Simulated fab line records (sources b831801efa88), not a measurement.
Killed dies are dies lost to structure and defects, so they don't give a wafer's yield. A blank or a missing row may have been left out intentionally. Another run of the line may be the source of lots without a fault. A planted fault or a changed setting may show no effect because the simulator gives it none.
fab line records	flow gf180mcu
record lots=24	wafers=72	lastDay=34
route steps=602 shown CONTACT@303 M2@364 V2@383 MIM@506 M5@537
lots that met no fault: from a run of the same line without faults
startH: hours from the record's first day to the start of the lot's first wafer shown	waitH: hours from the lot's prior step to this one	" as in the row above	L1.1+2: a row that stands for several wafers	- no value, or no start was given	* or withheld: withheld	< > ~ a bound
route shown NAME@n: a module of which the file shows steps, and the number in the route of the first	usual: mean/standard deviation taken from wafers without a fault	same: alike in all rows	chamber/n: place in a boat	sites: each site's reading	_std_site: standard deviation of those values	_edge_site: outer sites' mean less inner sites'	radiusMm: for every site, how far away it sits from the centre of the wafer	mask NAME#n: copy n	behind: the tool/chamber that last shaped the wafer	hold: the reason the lot was held/the length of the hold in hours/how it ended	device: the n, p or np transistor that did not switch	end of line: the same wafers' tests at the end of the route	a step given without rows: its recipe and nothing more	killed: dies lost to structure and defects at the first sort, not the wafer's yield	map: per-die view of a wafer (x killed, . not killed, _ where there is no die)
set.NAME: the setting as run; set.NAME@STEP: as run at that earlier step	model.NAME: the simulator's own value behind a step, which no gauge read
the route's steps for a sample of lots (tables are steps, rows are wafers)
services: when a tool's chamber went out of use (startH, in hours from the record's first day, below 0 if earlier), for how many hours, and the reason
## steps
# step GF_CONTACT_ETCH_16
# recipe chemistry=N2/H2	targetDepthA=withheld	overetchA=withheld	timeS=withheld	target=BARC	ionEnergyEv=200	sourceW=500	biasW=100	pressureMtorr=30	n2FlowSccm=100	h2FlowSccm=200
# usual drypumpMotorCurrentA=5.6/0.35	oesProductAu=0.854/0.005	rfFwdPowerW=494.4/2.2	throttleValvePct=13.225/0.0093
lot.wafer	tool	chamber	startH	waitH	drypumpMotorCurrentA	oesProductAu	rfFwdPowerW	throttleValvePct
L074.2	rieDiel-04	0	359.88	0.0	5.4	0.868	495.3	13.207
L074.4	"	2	"	"	5.2	0.856	494.6	13.233
L074.6	"	0	"	"	5.3	0.851	498.5	13.224
L075.2	rieDiel-03	0	368.29	0.0	5.5	0.865	492.6	13.209
L075.3	"	2	"	"	6.1	0.847	496.4	13.235
L075.6	"	3	"	"	5.5	0.859	490.1	13.239
L076.1	rieDiel-04	1	379.89	0.0	6.2	0.858	493.9	13.238
L076.4	"	2	"	"	5.3	0.849	493.3	13.226
L076.5	"	0	"	"	5.4	0.857	498.1	13.221
L077.3	rieDiel-03	3	389.97	0.0	5.5	0.861	491.4	13.222
L077.5	"	1	"	"	5.7	0.858	494.1	13.221
L077.6	"	2	"	"	6.1	0.845	496.4	13.225
L078.3	rieDiel-03	3	399.92	0.0	5.5	0.858	493.6	13.232
L078.4	"	0	"	"	5.5	0.856	490.2	13.227
L078.6	"	2	"	"	6.1	0.849	496.9	13.224
L079.1	rieDiel-02	0	408.94	0.0	5.9	0.846	494.7	13.233
L079.3	"	3	"	"	5.9	0.851	491.4	13.230
L079.6	"	0	"	"	5.8	0.856	494.0	13.227
L080.3	rieDiel-03	2	413.09	0.0	6.1	0.863	495.1	13.208
L080.4	"	0	"	"	5.4	0.846	493.2	13.242
L080.6	"	2	"	"	6.1	0.853	496.4	13.224
L081.1	rieDiel-03	1	430.23	0.0	5.7	0.855	489.9	13.224
L081.2	"	2	"	"	6.1	0.850	495.5	13.222
L081.3	"	0	"	"	5.5	0.851	490.8	13.225
L082.1	rieDiel-04	0	430.87	0.0	5.3	0.862	496.8	13.215
L082.4	"	3	"	"	5.4	0.850	498.3	13.205
L082.6	"	1	"	"	6.2	0.861	496.5	13.229
L083.3	rieDiel-02	2	446.09	0.0	4.9	0.859	495.2	13.214
L083.4	"	3	"	"	5.9	0.853	495.5	13.214
L083.5	"	0	"	"	5.8	0.849	495.0	13.212
L084.1	rieDiel-03	2	452.64	0.0	6.1	0.857	496.4	13.223
L084.2	"	0	"	"	5.5	0.863	495.1	13.228
L084.5	"	0	"	"	5.4	0.847	494.3	13.205
L085.2	rieDiel-02	0	467.78	0.0	5.9	0.852	494.2	13.237
L085.4	"	1	"	"	5.6	0.861	492.9	13.213
L085.6	"	3	"	"	6.0	0.855	495.5	13.231
L086.1	rieDiel-03	3	471.54	0.0	5.5	0.854	490.2	13.215
L086.2	"	0	"	"	5.5	0.847	492.8	13.226
L086.4	"	1	"	"	5.7	0.853	495.4	13.232
L087.3	rieDiel-04	1	477.73	0.0	6.2	0.852	494.1	13.224
L087.4	"	2	"	"	5.2	0.854	495.7	13.235
L087.6	"	1	"	"	6.2	0.855	493.4	13.220
L088.1	rieDiel-04	2	489.73	0.0	5.2	0.861	491.6	13.236
L088.3	"	0	"	"	5.3	0.852	496.8	13.206
L088.4	"	3	"	"	5.4	0.853	497.6	13.225
L089.2	rieDiel-02	0	494.78	0.0	5.9	0.858	493.4	13.222
L089.3	"	3	"	"	5.9	0.847	497.0	13.241
L089.5	"	1	"	"	5.5	0.848	494.4	13.223
L090.3	rieDiel-04	0	500.58	0.0	5.4	0.846	496.1	13.221
L090.4	"	2	"	"	5.2	0.853	496.5	13.219
L090.6	"	1	"	"	6.2	0.850	497.3	13.228
L091.2	rieDiel-02	3	511.09	0.0	5.9	0.856	496.3	13.231
L091.4	"	2	"	"	4.9	0.859	495.7	13.210
L091.6	"	0	"	"	5.9	0.846	494.3	13.229
L092.1	rieDiel-04	3	518.75	0.0	5.4	0.856	494.1	13.225
L092.2	"	1	"	"	6.2	0.858	493.6	13.210
L092.4	"	0	"	"	5.3	0.849	495.9	13.233
L093.1	rieDiel-03	1	527.67	0.0	5.7	0.853	492.1	13.223
L093.3	"	0	"	"	5.4	0.852	492.9	13.241
L093.4	"	3	"	"	5.6	0.853	490.3	13.230
L094.1	rieDiel-04	2	538.06	0.0	5.2	0.860	492.7	13.230
L094.3	"	1	"	"	6.2	0.864	494.5	13.229
L094.6	"	1	"	"	6.2	0.858	492.4	13.212
L095.1	rieDiel-03	1	544.29	0.0	5.7	0.848	491.7	13.217
L095.2	"	3	"	"	5.5	0.850	491.0	13.211
L095.3	"	0	"	"	5.5	0.848	492.7	13.219
L096.3	rieDiel-03	1	548.74	0.0	5.7	0.849	491.7	13.235
L096.5	"	1	"	"	5.7	0.852	494.6	13.210
L096.6	"	2	"	"	6.1	0.855	496.9	13.225
L097.1	rieDiel-02	0	563.74	0.0	5.8	0.853	496.9	13.226
L097.2	"	1	"	"	5.6	0.852	496.0	13.224
L097.4	"	0	"	"	5.8	0.861	497.7	13.219
# step GF_M2_SPUTTER_02
# recipe material=AlCu	targetThkNm=450	powerW=10600	timeS=23.9	chamberPressurePa=0.4
# usual throttleValvePct=30.1/0.94
lot.wafer	tool	chamber	startH	waitH	throttleValvePct
L074.2	pvdSputter-01	-	411.45	0.0	31.5
L074.4	"	-	"	"	30.4
L074.6	"	-	"	"	29.8
L075.2	pvdSputter-02	-	420.43	0.0	29.2
L075.3	"	-	"	"	30.1
L075.6	"	-	"	"	28.9
L076.1	pvdSputter-03	-	432.29	0.0	31.1
L076.4	"	-	"	"	29.4
L076.5	"	-	"	"	31.2
L077.3	pvdSputter-01	-	443.17	0.0	31.5
L077.5	"	-	"	"	30.0
L077.6	"	-	"	"	29.9
L078.3	pvdSputter-01	-	452.81	0.0	30.5
L078.4	"	-	"	"	29.9
L078.6	"	-	"	"	31.8
L079.1	pvdSputter-03	-	462.64	0.0	30.3
L079.3	"	-	"	"	29.3
L079.6	"	-	"	"	29.3
L080.3	pvdSputter-02	-	465.50	0.0	30.5
L080.4	"	-	"	"	29.2
L080.6	"	-	"	"	30.4
L081.1	pvdSputter-02	-	484.02	0.0	30.6
L081.2	"	-	"	"	30.3
L081.3	"	-	"	"	30.1
L082.1	pvdSputter-01	-	484.39	0.0	30.4
L082.4	"	-	"	"	29.9
L082.6	"	-	"	"	29.6
L083.3	pvdSputter-02	-	499.50	0.0	30.5
L083.4	"	-	"	"	30.3
L083.5	"	-	"	"	30.1
L084.1	pvdSputter-01	-	506.04	0.0	29.9
L084.2	"	-	"	"	31.6
L084.5	"	-	"	"	29.9
L085.2	pvdSputter-02	-	519.92	0.0	30.0
L085.4	"	-	"	"	30.2
L085.6	"	-	"	"	28.8
L086.1	pvdSputter-03	-	523.07	0.0	31.0
L086.2	"	-	"	"	30.2
L086.4	"	-	"	"	27.7
L087.3	pvdSputter-01	-	528.89	0.0	31.4
L087.4	"	-	"	"	30.3
L087.6	"	-	"	"	31.6
L088.1	pvdSputter-01	-	539.77	0.0	30.5
L088.3	"	-	"	"	31.8
L088.4	"	-	"	"	30.0
L089.2	pvdSputter-02	-	544.96	0.0	28.9
L089.3	"	-	"	"	30.7
L089.5	"	-	"	"	30.6
L090.3	pvdSputter-02	-	550.51	0.0	30.2
L090.4	"	-	"	"	29.8
L090.6	"	-	"	"	30.5
L091.2	pvdSputter-01	-	560.46	0.0	31.4
L091.4	"	-	"	"	30.0
L091.6	"	-	"	"	30.5
L092.1	pvdSputter-01	-	567.83	0.0	29.6
L092.2	"	-	"	"	29.5
L092.4	"	-	"	"	30.4
L093.1	pvdSputter-01	-	576.77	0.0	30.4
L093.3	"	-	"	"	31.5
L093.4	"	-	"	"	29.6
L094.1	pvdSputter-01	-	585.87	0.0	29.9
L094.3	"	-	"	"	29.8
L094.6	"	-	"	"	30.5
L095.1	pvdSputter-03	-	592.19	0.0	27.5
L095.2	"	-	"	"	30.3
L095.3	"	-	"	"	31.4
L096.3	pvdSputter-01	-	595.54	0.0	29.9
L096.5	"	-	"	"	31.7
L096.6	"	-	"	"	30.4
L097.1	pvdSputter-02	-	610.15	0.0	29.9
L097.2	"	-	"	"	29.1
L097.4	"	-	"	"	30.5
# step GF_V2_THK_MEAS_01
# recipe reads=SiO2_of_V2_CVD_00
# usual V2_CVD_00_THK=599/7.8
lot.wafer	tool	chamber	startH	waitH	V2_CVD_00_THK[nm]
L074.2	filmMetro-04	-	437.06	0.0	598
L074.4	"	-	"	"	593
L074.6	"	-	"	"	598
L075.2	filmMetro-04	-	446.29	0.1	603
L075.3	"	-	"	"	595
L075.6	"	-	"	"	603
L076.1	filmMetro-01	-	458.02	0.0	600
L076.4	"	-	"	"	598
L076.5	"	-	"	"	603
L077.3	filmMetro-02	-	468.68	0.1	599
L077.5	"	-	"	"	598
L077.6	"	-	"	"	598
L078.3	filmMetro-01	-	478.15	0.1	606
L078.4	"	-	"	"	595
L078.6	"	-	"	"	608
L079.1	filmMetro-01	-	488.06	0.0	587
L079.3	"	-	"	"	597
L079.6	"	-	"	"	598
L080.3	filmMetro-02	-	490.73	0.1	599
L080.4	"	-	"	"	591
L080.6	"	-	"	"	598
L081.1	filmMetro-01	-	508.85	0.0	606
L081.2	"	-	"	"	597
L081.3	"	-	"	"	610
L082.1	filmMetro-04	-	509.18	0.0	600
L082.4	"	-	"	"	598
L082.6	"	-	"	"	589
L083.3	filmMetro-01	-	524.45	0.1	598
L083.4	"	-	"	"	595
L083.5	"	-	"	"	582
L084.1	filmMetro-01	-	529.68	0.0	603
L084.2	"	-	"	"	611
L084.5	"	-	"	"	603
L085.2	filmMetro-04	-	543.66	0.0	594
L085.4	"	-	"	"	587
L085.6	"	-	"	"	589
L086.1	filmMetro-02	-	546.24	0.0	593
L086.2	"	-	"	"	597
L086.4	"	-	"	"	603
L087.3	filmMetro-04	-	552.07	0.1	590
L087.4	"	-	"	"	597
L087.6	"	-	"	"	592
L088.1	filmMetro-01	-	563.25	0.0	595
L088.3	"	-	"	"	592
L088.4	"	-	"	"	608
L089.2	filmMetro-02	-	567.80	0.0	609
L089.3	"	-	"	"	594
L089.5	"	-	"	"	609
L090.3	filmMetro-01	-	572.91	0.1	597
L090.4	"	-	"	"	583
L090.6	"	-	"	"	582
L091.2	filmMetro-02	-	582.35	0.0	591
L091.4	"	-	"	"	609
L091.6	"	-	"	"	588
L092.1	filmMetro-02	-	589.88	0.0	609
L092.2	"	-	"	"	594
L092.4	"	-	"	"	610
L093.1	filmMetro-01	-	598.80	0.0	603
L093.3	"	-	"	"	597
L093.4	"	-	"	"	604
L094.1	filmMetro-02	-	608.02	0.0	593
L094.3	"	-	"	"	598
L094.6	"	-	"	"	593
L095.1	filmMetro-02	-	613.40	0.0	596
L095.2	"	-	"	"	586
L095.3	"	-	"	"	599
L096.3	filmMetro-01	-	616.83	0.1	614
L096.5	"	-	"	"	594
L096.6	"	-	"	"	610
L097.1	filmMetro-01	-	631.74	0.1	611
L097.2	"	-	"	"	607
L097.4	"	-	"	"	616
# step GF_V2_SPUTTER_22
# recipe material=TiN	targetThkNm=10	chamberPressurePa=5	powerW=4000	timeS=40
# usual throttleValvePct=29.9/1.2
lot.wafer	tool	chamber	startH	waitH	throttleValvePct
L074.2	pvdSputter-04	-	463.06	0.0	31.4
L074.4	"	-	"	"	28.4
L074.6	"	-	"	"	31.6
L075.2	pvdSputter-04	-	471.94	0.0	28.9
L075.3	"	-	"	"	31.3
L075.6	"	-	"	"	30.2
L076.1	pvdSputter-01	-	483.76	0.0	31.6
L076.4	"	-	"	"	29.8
L076.5	"	-	"	"	30.6
L077.3	pvdSputter-04	-	494.12	0.0	28.6
L077.5	"	-	"	"	31.5
L077.6	"	-	"	"	28.5
L078.3	pvdSputter-04	-	503.12	0.0	31.6
L078.4	"	-	"	"	28.5
L078.6	"	-	"	"	28.9
L079.1	pvdSputter-01	-	513.35	0.0	31.6
L079.3	"	-	"	"	30.3
L079.6	"	-	"	"	30.3
L080.3	pvdSputter-01	-	515.30	0.0	29.8
L080.4	"	-	"	"	29.9
L080.6	"	-	"	"	31.4
L081.1	pvdSputter-03	-	532.67	0.0	30.2
L081.2	"	-	"	"	27.5
L081.3	"	-	"	"	31.1
L082.1	pvdSputter-04	-	533.32	0.0	28.3
L082.4	"	-	"	"	30.3
L082.6	"	-	"	"	28.7
L083.3	pvdSputter-03	-	547.85	0.0	30.3
L083.4	"	-	"	"	30.9
L083.5	"	-	"	"	29.0
L084.1	pvdSputter-04	-	553.31	0.0	28.7
L084.2	"	-	"	"	28.9
L084.5	"	-	"	"	31.6
L085.2	pvdSputter-03	-	567.36	0.0	31.0
L085.4	"	-	"	"	30.4
L085.6	"	-	"	"	31.0
L086.1	pvdSputter-03	-	570.02	0.0	27.4
L086.2	"	-	"	"	29.3
L086.4	"	-	"	"	30.6
L087.3	pvdSputter-01	-	575.66	0.0	31.6
L087.4	"	-	"	"	30.5
L087.6	"	-	"	"	29.7
L088.1	pvdSputter-04	-	586.32	0.0	31.3
L088.3	"	-	"	"	28.6
L088.4	"	-	"	"	30.2
L089.2	pvdSputter-04	-	590.73	0.0	28.5
L089.3	"	-	"	"	29.0
L089.5	"	-	"	"	28.8
L090.3	pvdSputter-03	-	595.40	0.0	30.5
L090.4	"	-	"	"	30.9
L090.6	"	-	"	"	30.8
L091.2	pvdSputter-03	-	605.89	0.0	29.1
L091.4	"	-	"	"	30.4
L091.6	"	-	"	"	29.4
L092.1	pvdSputter-04	-	612.05	0.0	28.9
L092.2	"	-	"	"	31.5
L092.4	"	-	"	"	30.3
L093.1	pvdSputter-01	-	621.00	0.0	30.7
L093.3	"	-	"	"	29.6
L093.4	"	-	"	"	29.8
L094.1	pvdSputter-04	-	630.01	0.0	28.4
L094.3	"	-	"	"	30.1
L094.6	"	-	"	"	30.4
L095.1	pvdSputter-03	-	635.88	0.0	29.3
L095.2	"	-	"	"	27.6
L095.3	"	-	"	"	30.5
L096.3	pvdSputter-04	-	638.89	0.0	30.4
L096.5	"	-	"	"	28.4
L096.6	"	-	"	"	31.5
L097.1	pvdSputter-01	-	652.75	0.0	30.7
L097.2	"	-	"	"	29.7
L097.4	"	-	"	"	29.9
# step GF_MIM_SPUTTER_03
# recipe material=Ti	targetThkNm=10	substrateTempC=300	chamberPressurePa=0.3	powerW=3000	timeS=6.7
# usual throttleValvePct=29.9/1
lot.wafer	tool	chamber	startH	waitH	throttleValvePct
L074.2	pvdSputter-02	-	562.79	0.0	29.1
L074.4	"	-	"	"	30.0
L074.6	"	-	"	"	29.1
L075.2	pvdSputter-04	-	571.35	0.0	28.8
L075.3	"	-	"	"	30.2
L075.6	"	-	"	"	31.2
L076.1	pvdSputter-01	-	582.73	0.0	30.1
L076.4	"	-	"	"	30.0
L076.5	"	-	"	"	29.8
L077.3	pvdSputter-04	-	591.90	0.0	30.4
L077.5	"	-	"	"	28.5
L077.6	"	-	"	"	29.9
L078.3	pvdSputter-04	-	598.60	0.0	28.5
L078.4	"	-	"	"	28.6
L078.6	"	-	"	"	28.3
L079.1	pvdSputter-02	-	608.62	0.0	30.2
L079.3	"	-	"	"	30.3
L079.6	"	-	"	"	30.4
L080.3	pvdSputter-01	-	609.58	0.0	29.6
L080.4	"	-	"	"	29.9
L080.6	"	-	"	"	29.8
L081.1	pvdSputter-02	-	624.64	0.0	30.0
L081.2	"	-	"	"	29.0
L081.3	"	-	"	"	30.4
L082.1	pvdSputter-01	-	626.22	0.0	30.3
L082.4	"	-	"	"	29.9
L082.6	"	-	"	"	29.7
L083.3	pvdSputter-02	-	638.83	0.0	30.1
L083.4	"	-	"	"	30.2
L083.5	"	-	"	"	29.2
L084.1	pvdSputter-02	-	643.90	0.0	30.1
L084.2	"	-	"	"	28.8
L084.5	"	-	"	"	29.0
L085.2	pvdSputter-04	-	657.34	0.0	30.0
L085.4	"	-	"	"	31.5
L085.6	"	-	"	"	28.5
L086.1	pvdSputter-04	-	660.50	0.0	30.0
L086.2	"	-	"	"	28.3
L086.4	"	-	"	"	28.8
L087.3	pvdSputter-04	-	664.04	0.0	29.0
L087.4	"	-	"	"	28.4
L087.6	"	-	"	"	28.6
L088.1	pvdSputter-04	-	673.80	0.0	31.7
L088.3	"	-	"	"	30.4
L088.4	"	-	"	"	28.5
L089.2	pvdSputter-04	-	679.38	0.0	28.3
L089.3	"	-	"	"	28.7
L089.5	"	-	"	"	30.3
L090.3	pvdSputter-04	-	682.64	0.0	28.5
L090.4	"	-	"	"	31.4
L090.6	"	-	"	"	30.3
L091.2	pvdSputter-02	-	691.47	0.0	30.1
L091.4	"	-	"	"	29.1
L091.6	"	-	"	"	30.2
L092.1	pvdSputter-04	-	698.44	0.0	30.3
L092.2	"	-	"	"	28.9
L092.4	"	-	"	"	31.4
L093.1	pvdSputter-04	-	706.16	0.0	28.2
L093.3	"	-	"	"	30.4
L093.4	"	-	"	"	31.7
L094.1	pvdSputter-04	-	714.34	0.0	28.8
L094.3	"	-	"	"	28.6
L094.6	"	-	"	"	31.5
L095.1	pvdSputter-02	-	718.35	0.0	29.1
L095.2	"	-	"	"	30.5
L095.3	"	-	"	"	30.6
L096.3	pvdSputter-01	-	721.75	0.0	29.6
L096.5	"	-	"	"	30.1
L096.6	"	-	"	"	31.3
L097.1	pvdSputter-02	-	733.84	0.0	30.3
L097.2	"	-	"	"	30.2
L097.4	"	-	"	"	29.0
# step GF_M5_STRIP_11
# recipe chemistry=O2/N2	powerW=1400	pressureMtorr=1500	platenTempC=250	o2FlowSccm=3000	n2FlowSccm=300	overashFraction=0.5
# usual drypumpMotorCurrentA=5.5/0.34	heaterPowerW=328/23	oesProductAu=0.543/0.0051	stripTimeToEndpointS=7.52/0.053
lot.wafer	tool	chamber	startH	waitH	drypumpMotorCurrentA	heaterPowerW	oesProductAu	rfHoursCounterH	stripTimeToEndpointS
L074.2	plasmaAsher-02	0	606.47	0.1	5.2	329	0.538	78	7.51
L074.4	"	1	"	"	5.2	314	0.539	-	7.57
L074.6	"	0	"	"	5.2	328	0.537	-	7.42
L075.2	plasmaAsher-02	1	614.07	0.1	5.2	305	0.545	80	7.58
L075.3	"	1	"	"	5.2	302	0.545	-	7.44
L075.6	"	0	"	"	5.2	337	0.538	-	7.44
L076.1	plasmaAsher-02	0	626.07	0.1	5.2	332	0.539	81	7.48
L076.4	"	0	"	"	5.2	336	0.545	-	7.56
L076.5	"	0	"	"	5.2	333	0.548	-	7.52
L077.3	plasmaAsher-01	0	634.02	0.1	5.8	306	0.535	-	7.41
L077.5	"	1	"	"	6.0	348	0.535	-	7.38
L077.6	"	0	"	"	5.8	300	0.538	-	7.38
L078.3	plasmaAsher-01	0	640.40	0.1	5.8	300	0.535	-	7.45
L078.4	"	1	"	"	6.0	342	0.539	-	7.57
L078.6	"	1	"	"	6.0	348	0.545	-	7.56
L079.1	plasmaAsher-04	1	650.62	0.1	5.3	386	0.554	25	7.60
L079.3	"	0	"	"	5.3	326	0.535	-	7.52
L079.6	"	1	"	"	5.3	390	0.549	-	7.54
L080.3	plasmaAsher-02	1	651.20	0.1	5.2	306	0.539	-	7.54
L080.4	"	0	"	"	5.2	334	0.547	-	7.56
L080.6	"	1	"	"	5.2	313	0.541	-	7.54
L081.1	plasmaAsher-02	0	665.82	0.1	5.2	338	0.539	85	7.49
L081.2	"	1	"	"	5.2	309	0.543	85	7.49
L081.3	"	1	"	"	5.2	308	0.537	-	7.54
L082.1	plasmaAsher-01	0	666.19	0.1	5.8	309	0.548	55	7.53
L082.4	"	1	"	"	6.0	348	0.532	-	7.49
L082.6	"	1	"	"	6.1	341	0.548	-	7.47
L083.3	plasmaAsher-02	1	679.05	0.1	5.2	309	0.534	-	7.40
L083.4	"	0	"	"	5.2	332	0.540	-	7.51
L083.5	"	0	"	"	5.2	340	0.542	-	7.53
L084.1	plasmaAsher-02	0	683.96	0.1	5.2	326	0.546	87	7.56
L084.2	"	1	"	"	5.2	308	0.533	87	7.56
L084.5	"	0	"	"	5.2	336	0.551	-	7.58
L085.2	plasmaAsher-01	0	695.32	0.1	5.8	303	0.544	58	7.44
L085.4	"	0	"	"	5.8	308	0.534	-	7.44
L085.6	"	0	"	"	5.8	300	0.540	-	7.47
L086.1	plasmaAsher-01	1	699.22	0.1	6.0	348	0.547	58	7.51
L086.2	"	0	"	"	5.8	298	0.542	58	7.53
L086.4	"	1	"	"	6.0	340	0.544	-	7.54
L087.3	plasmaAsher-02	1	702.75	0.1	5.2	306	0.543	-	7.54
L087.4	"	0	"	"	5.2	329	0.545	-	7.48
L087.6	"	1	"	"	5.2	304	0.551	-	7.54
L088.1	plasmaAsher-01	0	711.97	0.2	5.8	311	0.539	60	7.50
L088.3	"	1	"	"	6.0	348	0.535	-	7.53
L088.4	"	0	"	"	5.8	300	0.539	-	7.52
L089.2	plasmaAsher-01	0	716.42	0.1	5.8	306	0.541	60	7.59
L089.3	"	0	"	"	5.8	306	0.547	-	7.54
L089.5	"	1	"	"	6.0	348	0.532	-	7.56
L090.3	plasmaAsher-01	1	720.30	0.1	6.0	341	0.540	-	7.44
L090.4	"	0	"	"	5.8	306	0.543	-	7.55
L090.6	"	1	"	"	6.0	345	0.542	-	7.51
L091.2	plasmaAsher-01	1	728.28	0.1	6.0	348	0.543	61	7.45
L091.4	"	0	"	"	5.8	298	0.542	-	7.54
L091.6	"	0	"	"	5.8	309	0.541	-	7.44
L092.1	plasmaAsher-04	0	735.22	0.2	5.3	328	0.547	33	7.57
L092.2	"	1	"	"	5.3	381	0.549	33	7.55
L092.4	"	0	"	"	5.3	322	0.550	-	7.62
L093.1	plasmaAsher-02	1	741.98	0.2	5.2	314	0.547	94	7.55
L093.3	"	0	"	"	5.2	329	0.546	-	7.56
L093.4	"	1	"	"	5.2	312	0.549	-	7.55
L094.1	plasmaAsher-04	1	749.76	0.1	5.4	388	0.538	36	7.54
L094.3	"	0	"	"	5.3	329	0.550	-	7.57
L094.6	"	0	"	"	5.3	325	0.538	-	7.53
L095.1	plasmaAsher-02	0	753.22	0.1	5.2	333	0.544	96	7.57
L095.2	"	1	"	"	5.2	304	0.535	96	7.55
L095.3	"	0	"	"	5.2	337	0.538	-	7.52
L096.3	plasmaAsher-02	0	756.90	0.1	5.2	335	0.549	-	7.57
L096.5	"	1	"	"	5.2	305	0.546	-	7.56
L096.6	"	0	"	"	5.2	342	0.544	-	7.59
L097.1	plasmaAsher-01	1	767.78	0.1	6.0	344	0.539	63	7.44
L097.2	"	0	"	"	5.8	301	0.540	63	7.48
L097.4	"	0	"	"	5.8	299	0.547	-	7.48
## services
tool	chamber	startH	hours	kind
plasmaAsher-01	-	340.70	3.0	repair
pvdSputter-04	-	355.95	1.8	repair
pvdSputter-03	-	377.65	1.3	repair
pvdSputter-02	-	392.03	1.1	repair
pvdSputter-03	-	407.63	1.7	repair
pvdSputter-03	-	416.15	4.9	repair
pvdSputter-04	-	419.24	0.5	repair
plasmaAsher-01	-	435.01	2.7	repair
pvdSputter-03	-	435.35	4.9	repair
pvdSputter-03	-	442.12	2.2	repair
plasmaAsher-01	-	465.64	2.0	repair
plasmaAsher-02	-	472.49	1.0	repair
pvdSputter-03	-	482.17	15.0	repair
rieDiel-03	3	494.13	1.9	repair
rieDiel-03	2	497.91	3.3	repair
pvdSputter-03	-	508.37	3.8	repair
pvdSputter-04	-	582.65	2.1	repair
pvdSputter-01	-	639.09	2.1	repair
pvdSputter-01	-	694.86	0.5	repair
pvdSputter-01	-	728.90	8.3	repair
pvdSputter-03	-	734.89	7.1	repair
pvdSputter-03	-	746.77	0.9	repair
pvdSputter-02	-	752.51	0.6	repair
pvdSputter-04	-	757.39	2.4	repair
## key
fault none
